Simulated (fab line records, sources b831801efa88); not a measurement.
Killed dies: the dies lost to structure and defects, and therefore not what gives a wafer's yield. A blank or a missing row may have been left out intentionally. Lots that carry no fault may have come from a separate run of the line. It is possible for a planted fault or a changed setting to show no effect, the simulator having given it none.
Split-lot experiment | flow sfq line | route with 325 steps; 5 lots, 23 wafers read

== ABOUT THE SPLIT ==
At SFQ_TRILAYER_R5_LITHO_PEB_139 (peb time 60 s), the setting peb temp c was moved away from the recipe's 115 C on 10 of the 23 wafers read, by -2.8% to +2.3%. All remaining wafers had this setting at the recipe value.

== FROM SPLIT TO READING: 1 step shown by the file between the two ==
- SFQ_TRILAYER_R5_LITHO_DEVELOP_138: time 60 s

== THE READING ==
R5.cd nm (the simulator's own value, which no gauge read), in nm, at SFQ_TRILAYER_R5_BARC_OPEN_METAL_ETCH_177 (etches BARC in O2, target depth 125 nm, time 41.7 s). The file does not state a usual value for it. Across the 13 wafers here that went through the recipe, the average is 498.8 nm and the standard deviation 0.74 nm.

wafer  | tool, chamber at the split | peb temp c as run, C | against the recipe | R5.cd nm, nm | against lot-mates on the recipe
L074.1 | litho track-01, 0          | 115                  | recipe             | 498.9        | -
L074.2 | litho track-01, 0          | 115                  | recipe             | 498.8        | -
L074.3 | litho track-01, 0          | 117.7                | +2.3%              | 454          | -44.9
L074.5 | litho track-01, 0          | 117.7                | +2.3%              | 454          | -44.9
L074.4 | litho track-01, 0          | 117.7                | +2.3%              | 454.4        | -44.5
L075.1 | litho track-02, 0          | 115                  | recipe             | 500.1        | -
L075.3 | litho track-02, 0          | 116.4                | +1.2%              | 474.3        | -25.3
L075.4 | litho track-02, 0          | 116.4                | +1.2%              | 475.2        | -24.4
L075.5 | litho track-02, 0          | 115                  | recipe             | 499.1        | -
L075.6 | litho track-02, 0          | 116.4                | +1.2%              | 475.1        | -24.5
L079.1 | litho track-01, 0          | 115                  | recipe             | 498.1        | -
L079.2 | litho track-01, 0          | 115                  | recipe             | 498.3        | -
L079.5 | litho track-01, 0          | 115                  | recipe             | 497.8        | -
L082.1 | litho track-02, 0          | 115                  | recipe             | 499.3        | -
L082.2 | litho track-02, 0          | 115                  | recipe             | 499.8        | -
L082.4 | litho track-02, 0          | 111.8                | -2.8%              | 565.2        | +65.7
L082.5 | litho track-02, 0          | 111.8                | -2.8%              | 566          | +66.5
L082.6 | litho track-02, 0          | 115                  | recipe             | 499.4        | -
L085.1 | litho track-01, 0          | 117.7                | +2.3%              | 454          | -44.2
L085.2 | litho track-01, 0          | 117.7                | +2.3%              | 453.9        | -44.3
L085.4 | litho track-01, 0          | 115                  | recipe             | 497.7        | -
L085.5 | litho track-01, 0          | 115                  | recipe             | 497.9        | -
L085.6 | litho track-01, 0          | 115                  | recipe             | 499          | -

FIT RESULTS
A straight line over all 23 wafers: R5.cd nm changes by -21.1 nm for each +1% of peb temp c; r = -1.00; the points scatter about the line by 2.9 nm.
The same after taking each lot's own level away (the mean of its wafers on the recipe; 23 wafers): -21 nm for each +1%; r = -1.00; scatter 2.8 nm.
Per that fit: largest peb temp c move, reading shift of 59 nm.
Across the lots, their own levels run from 498.07 to 499.60 nm, a range of 2.1 times the standard deviation given above.
Consequently the slope shifts little with the lot-to-lot level, the two slopes agreeing.
Check: for one of the wafers moved furthest among these (-2.8%), held out of the fit, the line's prediction against its lot-mates is +58.3 nm. Against them it came out at +65.7 nm.

== THE FILE'S OWN FIT ==
R5.cd nm changes by -20.9 nm for each +1% of peb temp c, r = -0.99.
